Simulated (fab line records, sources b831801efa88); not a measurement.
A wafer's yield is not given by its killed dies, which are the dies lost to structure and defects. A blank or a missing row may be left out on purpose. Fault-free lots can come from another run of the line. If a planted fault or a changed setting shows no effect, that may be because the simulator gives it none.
Which tool is to blame? :: flow sky130 :: Sampling: 11 lots, 33 wafers, 3 of 708 route steps

WHAT EACH GAUGE READ, for each wafer
SKY_LI_CONTACT_CD_MEAS_12 targets a cd of 170 nm. Usual: 170.1 nm for cdNm, sd 1.5.
lot: L178
measured: day 30 10:53
on: cdSem-01
cdNm (nm): 171.5 171.5 170.6
flag: 

lot: L181
measured: day 32 04:24
on: cdSem-01
cdNm (nm): 168.2 167.8 169.8
flag: 

lot: L183
measured: day 32 14:35
on: cdSem-02
cdNm (nm): 172.9 170.8 171.6
flag: 

lot: L184
measured: day 32 18:45
on: cdSem-01
cdNm (nm): 171.3 172.9 171.0
flag: 

lot: L186
measured: day 33 02:38
on: cdSem-02
cdNm (nm): 166.7 168.3 167.8
flag: 

lot: L187
measured: day 34 10:11
on: cdSem-02
cdNm (nm): 171.2 172.4 171.5
flag: 

lot: L193
measured: day 34 17:43
on: cdSem-01
cdNm (nm): 168.9 169.2 169.3
flag: 

lot: L196
measured: day 35 08:33
on: cdSem-01
cdNm (nm): 170.3 171.5 169.9
flag: 

lot: L198
measured: day 36 06:07
on: cdSem-01
cdNm (nm): 167.6 168.3 167.9
flag: 

lot: L199
measured: day 36 09:50
on: cdSem-01
cdNm (nm): 172.5 171.1 171.4
flag: 

lot: L200
measured: day 36 13:00
on: cdSem-01
cdNm (nm): 171.2 170.6 169.6
flag: 

SKY_LOCAL_INTERCONNECT_RS_MEAS_01: the measuring method here is four-point-probe. Usual: for LOCAL_INTERCONNECT_TIN_RS the level is 14.14 ohm/sq and the standard deviation is 0.14.
lot: L178
measured: day 30 12:17
on: filmMetro-02
LOCAL_INTERCONNECT_TIN_RS (ohm/sq): 14.05 14.14 14.28
flag: 

lot: L181
measured: day 32 05:48
on: filmMetro-04
LOCAL_INTERCONNECT_TIN_RS (ohm/sq): 14.28 14.08 14.34
flag: 

lot: L183
measured: day 32 15:59
on: filmMetro-04
LOCAL_INTERCONNECT_TIN_RS (ohm/sq): 13.95 13.93 14.07
flag: 

lot: L184
measured: day 32 20:08
on: filmMetro-01
LOCAL_INTERCONNECT_TIN_RS (ohm/sq): 14.09 14.07 13.97
flag: 

lot: L186
measured: day 33 04:02
on: filmMetro-01
LOCAL_INTERCONNECT_TIN_RS (ohm/sq): 14.10 14.14 14.14
flag: 

lot: L187
measured: day 34 11:35
on: filmMetro-02
LOCAL_INTERCONNECT_TIN_RS (ohm/sq): 14.18 14.12 14.23
flag: 

lot: L193
measured: day 34 19:07
on: filmMetro-01
LOCAL_INTERCONNECT_TIN_RS (ohm/sq): 14.08 13.94 14.07
flag: 

lot: L196
measured: day 35 09:56
on: filmMetro-04
LOCAL_INTERCONNECT_TIN_RS (ohm/sq): 14.09 14.10 14.08
flag: 

lot: L198
measured: day 36 07:30
on: filmMetro-02
LOCAL_INTERCONNECT_TIN_RS (ohm/sq): 14.38 14.51 14.56
flag: 

lot: L199
measured: day 36 11:17
on: filmMetro-01
LOCAL_INTERCONNECT_TIN_RS (ohm/sq): 14.07 13.95 14.00
flag: 

lot: L200
measured: day 36 14:23
on: filmMetro-04
LOCAL_INTERCONNECT_TIN_RS (ohm/sq): 14.05 14.12 14.04
flag: 

WHICH TOOL RAN EACH LOT (tool, then ch and the chambers of the sampled wafers, then the start)
lot: L178
SKY_LI_CONTACT_CMP_02: cmp-01 ch 1,2,3, day 29 06:17

lot: L181
SKY_LI_CONTACT_CMP_02: cmp-01 ch 1,2, day 31 01:38

lot: L183
SKY_LI_CONTACT_CMP_02: cmp-02 ch 1,3, day 31 10:46

lot: L184
SKY_LI_CONTACT_CMP_02: cmp-01 ch 1,2,3, day 31 14:06

lot: L186
SKY_LI_CONTACT_CMP_02: cmp-01 ch 1,2,3, day 31 23:08

lot: L187
SKY_LI_CONTACT_CMP_02: cmp-02 ch 0,3, day 33 08:02

lot: L193
SKY_LI_CONTACT_CMP_02: cmp-02 ch 2,3, day 33 15:02

lot: L196
SKY_LI_CONTACT_CMP_02: cmp-02 ch 0,2,3, day 34 04:54

lot: L198
SKY_LI_CONTACT_CMP_02: cmp-02 ch 1,2, day 35 03:14

lot: L199
SKY_LI_CONTACT_CMP_02: cmp-02 ch 0,2, day 35 08:14

lot: L200
SKY_LI_CONTACT_CMP_02: cmp-01 ch 0,2,3, day 35 10:59
- SKY_LI_CONTACT_CMP_02: polishes PSG.

WHAT THE TOOLS THEMSELVES READ (means of the sampled wafers that have a number; where no wafer has one, the mark that the record gives instead)
SKY_LI_CONTACT_CMP_02. Usual: motorCurrentA 12.0 A, standard deviation 1.7; timeToEndpointS 32.4 s, standard deviation 2.8.
lot: L178
tool: cmp-01
motorCurrentA (A): 12.0
timeToEndpointS (s): 34.0
flag: 

lot: L181
tool: cmp-01
motorCurrentA (A): 12.6
timeToEndpointS (s): 35.3
flag: 

lot: L183
tool: cmp-02
motorCurrentA (A): 11.6
timeToEndpointS (s): 33.0
flag: 

lot: L184
tool: cmp-01
motorCurrentA (A): 11.4
timeToEndpointS (s): 28.9
flag: 

lot: L186
tool: cmp-01
motorCurrentA (A): 11.7
timeToEndpointS (s): 30.9
flag: 

lot: L187
tool: cmp-02
motorCurrentA (A): 11.8
timeToEndpointS (s): 32.5
flag: 

lot: L193
tool: cmp-02
motorCurrentA (A): 14.1
timeToEndpointS (s): 29.2
flag: 

lot: L196
tool: cmp-02
motorCurrentA (A): 12.9
timeToEndpointS (s): 33.7
flag: 

lot: L198
tool: cmp-02
motorCurrentA (A): 13.9
timeToEndpointS (s): 32.8
flag: 

lot: L199
tool: cmp-02
motorCurrentA (A): 12.7
timeToEndpointS (s): 33.4
flag: 

lot: L200
tool: cmp-01
motorCurrentA (A): 10.4
timeToEndpointS (s): 36.3
flag: 

THE ANSWER, worked out from the rows above alone
Rule: lot off if the mean of its wafers having a number is beyond 3 standard deviations from the usual mean. Also off: a lot with no number at a reading for which 4 or more lots have one. Any other lot the step has rows for is counted as sound. First the gauges in route order, then the tools' own readings, where a lot's mean is used as printed above. The first step at which some lot is off is used, and at that step the reading that is off furthest; a lot without a number counts as furthest.
None of the lots is off at any reading shown; this tells nothing.

WHAT WAS PUT IN BY THE SIMULATOR
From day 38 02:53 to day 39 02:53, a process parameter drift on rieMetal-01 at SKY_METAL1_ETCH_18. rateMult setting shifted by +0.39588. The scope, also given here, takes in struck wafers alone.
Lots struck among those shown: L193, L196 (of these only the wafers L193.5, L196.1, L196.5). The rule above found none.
